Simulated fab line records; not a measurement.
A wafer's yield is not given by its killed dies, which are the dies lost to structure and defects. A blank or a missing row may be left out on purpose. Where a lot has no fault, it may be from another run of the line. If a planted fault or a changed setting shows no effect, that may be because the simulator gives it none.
The tool behind it: which one? ; flow gf180mcu ; 42 wafers from 14 lots sampled at 3 of the route's 602 steps

== WHAT THE GAUGES SHOWED, per wafer ==
GF_M1_OVL_MEAS_15. Usual: M1_OVL typically reads 3 nm, with standard deviation 4.7.
lot;measured;on;M1_OVL (nm);flag
L736;day 17 03:54;overlay-01;11 9 9;
L745;day 20 16:32;overlay-01;2 5 6;
L746;day 20 22:27;overlay-02;2 8 7;
L748;day 21 16:38;overlay-01;2 3 -3;
L749;day 21 19:56;overlay-01;-4 1 -3;
L750;day 22 10:11;overlay-02;5 6 2;
L752;day 23 04:23;overlay-02;4 -6 2;
L753;day 23 07:26;overlay-01;-4 2 -1;
L754;day 23 21:41;overlay-02;1 -2 -1;
L755;day 24 01:08;overlay-02;-1 2 8;
L756;day 24 11:33;overlay-01;1 -2 0;
L757;day 24 16:17;overlay-01;-4 -3 3;
L758;day 25 01:41;overlay-02;7 6 6;
L759;day 25 09:47;overlay-01;-4 -3 -11;

== WHAT TOOL EACH LOT RAN ON (gives the tool, then ch and the chambers of the sampled wafers, and finally the start) ==
lot;GF_SALICIDE_SPUTTER_02;GF_M1_SPUTTER_01
L736;pvdSputter-04, day 15 06:14;pvdSputter-01, day 16 05:17
L745;pvdSputter-04, day 18 09:35;pvdSputter-01, day 19 15:49
L746;pvdSputter-02, day 18 18:41;pvdSputter-02, day 19 21:40
L748;pvdSputter-04, day 19 13:47;pvdSputter-02, day 20 17:06
L749;pvdSputter-02, day 19 16:37;pvdSputter-02, day 20 19:19
L750;pvdSputter-01, day 20 08:01;pvdSputter-01, day 21 10:26
L752;pvdSputter-04, day 21 02:59;pvdSputter-01, day 22 04:58
L753;pvdSputter-02, day 21 05:37;pvdSputter-03, day 22 08:05
L754;pvdSputter-04, day 21 20:37;pvdSputter-01, day 22 22:37
L755;pvdSputter-02, day 22 01:50;pvdSputter-01, day 23 03:18
L756;pvdSputter-02, day 22 10:28;pvdSputter-03, day 23 12:38
L757;pvdSputter-01, day 22 17:14;pvdSputter-03, day 23 18:13
L758;pvdSputter-04, day 23 02:26;pvdSputter-01, day 24 03:04
L759;pvdSputter-01, day 23 12:13;pvdSputter-03, day 24 13:17
- GF_SALICIDE_SPUTTER_02: material Co, target thk 10 nm, time 20 s.
- GF_M1_SPUTTER_01: material TiN, target thk 30 nm, time 25 s.

== AS READ BY THE TOOLS THEMSELVES (means over the sampled wafers that have a number; for cases with no such wafer, the mark the record gives instead) ==
GF_SALICIDE_SPUTTER_02. Usual: cathodeDcPowerW 999.99 W, standard deviation 0.18; chamberPressurePa 0.4001 Pa, standard deviation 0.0008; throttleValvePct 30.3 %, standard deviation 1.2.
lot;tool;cathodeDcPowerW (W);chamberPressurePa (Pa);throttleValvePct (%);flag
L736;pvdSputter-04;999.93;0.4000;31.2;
L745;pvdSputter-04;1000.00;0.4008;28.9;
L746;pvdSputter-02;999.87;0.4006;31.2;
L748;pvdSputter-04;999.92;0.4004;30.1;
L749;pvdSputter-02;999.94;0.3997;30.1;
L750;pvdSputter-01;1000.03;0.4005;29.8;
L752;pvdSputter-04;999.94;0.4001;31.2;
L753;pvdSputter-02;999.92;0.4001;30.9;
L754;pvdSputter-04;1000.04;0.4004;30.2;
L755;pvdSputter-02;999.88;0.4007;30.8;
L756;pvdSputter-02;999.99;0.4002;30.6;
L757;pvdSputter-01;1000.07;0.4007;29.8;
L758;pvdSputter-04;999.96;0.3999;29.9;
L759;pvdSputter-01;1000.10;0.4012;30.2;

GF_M1_SPUTTER_01. Usual: cathodeDcPowerW 6500.0 W, standard deviation 1.1; chamberPressurePa 0.4000 Pa, standard deviation 0.00076; throttleValvePct 29.9 %, standard deviation 1.4.
lot;tool;cathodeDcPowerW (W);chamberPressurePa (Pa);throttleValvePct (%);flag
L736;pvdSputter-01;6499.3;0.3997;29.4;
L745;pvdSputter-01;-;-;-;OFF
L746;pvdSputter-02;-;-;-;OFF
L748;pvdSputter-02;6499.9;0.4008;29.3;
L749;pvdSputter-02;6501.1;0.3991;31.0;
L750;pvdSputter-01;6500.3;0.4001;29.0;
L752;pvdSputter-01;6499.8;0.3992;29.1;
L753;pvdSputter-03;6499.4;0.4001;30.2;
L754;pvdSputter-01;6499.6;0.3994;29.6;
L755;pvdSputter-01;6500.0;0.3996;29.6;
L756;pvdSputter-03;6499.2;0.4003;31.0;
L757;pvdSputter-03;6501.0;0.3992;30.6;
L758;pvdSputter-01;6499.5;0.3993;30.0;
L759;pvdSputter-03;6499.9;0.3991;31.1;

== THE ANSWER, worked out from the rows above alone ==
Rule: a lot counts as off when the mean over its wafers that have a number is more than 3 standard deviations away from the usual mean. A lot without any number at a reading at which 4 lots or more have one is off too. The other lots that the step has rows for count as sound. First the gauges in route order, then the tools' own readings, where a lot's mean is used as printed above. At the first step where some lot is off, the reading lying furthest off is the one used; lots without a number count as furthest.
Off at GF_M1_SPUTTER_01 (cathodeDcPowerW): L745, L746. Without a number there: L745, L746.
A tool fits if, at that step or a process step before it, it ran every lot that is off, and no sound lot after the first of them. Not one of the candidates tried fits.

== WHAT THE SIMULATOR HAD INSERTED ==
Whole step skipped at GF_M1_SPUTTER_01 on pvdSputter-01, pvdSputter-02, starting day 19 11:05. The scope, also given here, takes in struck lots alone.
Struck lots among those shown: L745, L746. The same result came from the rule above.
